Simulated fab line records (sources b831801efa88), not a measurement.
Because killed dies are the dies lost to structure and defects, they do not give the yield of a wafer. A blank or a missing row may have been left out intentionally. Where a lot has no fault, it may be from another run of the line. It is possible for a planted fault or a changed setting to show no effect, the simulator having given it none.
A lot that was struck, set against a sound lot | flow sky130 | 15 steps out of a route of 708
Sound: the wafers L553.1, L553.2, L553.5. Struck: wafer L567.3 (left out: L567.4, a lot-mate that was not struck); the cause follows at the end.
Per side, at each step with rows, come the tool, then ch with its chambers, and then its first start. Under that, the readings that differ: sound wafers | struck wafers | difference of the means | sigmas: that difference in standard deviations of wafers without a fault.
alike: same words and numbers on both sides, and readings whose means sit less than 2 such deviations apart. not compared: any withheld reading, any reading some wafer has no value for, any bound like >300 that may hide the same value, and any number with overlapping values for which the record gives no deviation.
A row with sigmas, a row that says differs or no value, or rows on one side alone: a step with any of these is where the two part. When numbers do not overlap yet have no deviation, they are printed without sigmas and do not part them. Lack of a reading on every wafer of one side parts them only where that side has two or more wafers.

SKY_CONTACT_OVL_MEAS_15:
  sound on overlay-02 at day 32 12:13; struck on overlay-01 at day 36 22:44
  alike: CONTACT_OVL
then, 1 step without rows for these wafers: SKY_CONTACT_ETCH_16 (etches BARC in N2/H2, stops on SiO2, time 45.9 s, target depth 60 nm).
SKY_CONTACT_ETCH_17: etches SiO2 in C4F8/O2/Ar, stops on Si3N4, target depth 340 nm.
  sound on rie-diel-02 ch 0,1,3, day 32 12:17; struck on rie-diel-01 ch 0, day 36 22:49
  alike: oes-product-au
SKY_CONTACT_ETCH_18: etches Si3N4 in CHF3/O2, stops on TiN, time 39 s, target depth 75 nm.
  sound on rie-diel-02 ch 0,1,3; struck on rie-diel-01 ch 0
  alike: drypump-motor-current-A, oes-product-au, throttle-valve-pct
  not compared: rf-hours-counter-h
then, 4 steps without rows for these wafers: SKY_CONTACT_STRIP_19 (strips in O2/N2); SKY_CONTACT_STRIP_20 (strips in post etch residue remover, time 1200 s); SKY_CONTACT_CLEAN_21 (cleans in IPA, time 180 s); SKY_CONTACT_CLEAN_22 (cleans in O3/DIW).
SKY_CONTACT_SPUTTER_23: material TiN, target thk 20 nm, time 80 s.
  sound on pvd-sputter-03 at day 32 13:02; struck on pvd-sputter-02 at day 36 23:32
  alike: throttle-valve-pct
SKY_CONTACT_CVD_24: deposits W, target thk 340 nm, time 102.12 s.
  sound on cvd-w-01 ch 1, day 32 13:06; struck on cvd-w-01 ch 0, day 36 23:37
  reading            | sound          | struck | difference | sigmas
  heater-power-w (W) | 1050 1031 1015 | 794    | -238       | -2
  alike: chamber-pressure-Torr, susceptor-temp-C
SKY_CONTACT_RS_MEAS_25: measures by four-point-probe.
  sound on film-metro-01 at day 32 13:19; struck on film-metro-04 at day 36 23:44
  alike: CONTACT_W_RS
SKY_CONTACT_THK_MEAS_26: measures by xrf.
  sound on film-metro-01 at day 32 13:26; struck on film-metro-04 at day 36 23:50
  alike: CONTACT_W_THK
SKY_CONTACT_CMP_27: polishes, stops on SiO2, t overpolish 15 s, target thk 0 nm.
  sound on cmp-01 ch 0,2,3, day 32 13:33; struck on cmp-01 ch 2, day 36 23:59
  reading                | sound                | struck | difference | sigmas
  overpolish-run-s (s)   | 14.999 14.999 15.003 | 0.033  | -14.967    | -99 or more
  time-to-endpoint-s (s) | 88 84 81             | 130    | +46        | +9
  alike: motor-current-A
SKY_METAL1_SPUTTER_00: material Ti, target thk 15 nm, time 10 s.
  the record holds rows for the sound wafers here (pvd-sputter-04, day 32 13:48) but none for the struck ones
-- the record jumps here: 13 days lie between the struck wafers' starts before and after (it left off in module METAL1 and takes up again in module PAD_OPEN, whose first step shown is number 708 of the route) --
SKY_PAD_OPEN_PROBE_99:
  sound on prober-01 at day 46 09:52; struck on prober-02 at day 49 19:46
  reading            | sound    | struck | difference | sigmas
  killed-at-contacts | 24 24 30 | 431    | +405       | +76
  killed-dies        | 82 82 98 | 492    | +405       | +40
  killed-on-rim      | 20 18 18 | 96     | +77        | +20
  alike: killed_at_M0_to_M3, killed_at_M4_up, killed-at-front-end, killed-at-other, killed-open, killed-short

== WHERE THEY PART ==
At SKY_CONTACT_CVD_24 first; at SKY_PAD_OPEN_PROBE_99 last (within this record only).

WHY: what had been put in by the simulator
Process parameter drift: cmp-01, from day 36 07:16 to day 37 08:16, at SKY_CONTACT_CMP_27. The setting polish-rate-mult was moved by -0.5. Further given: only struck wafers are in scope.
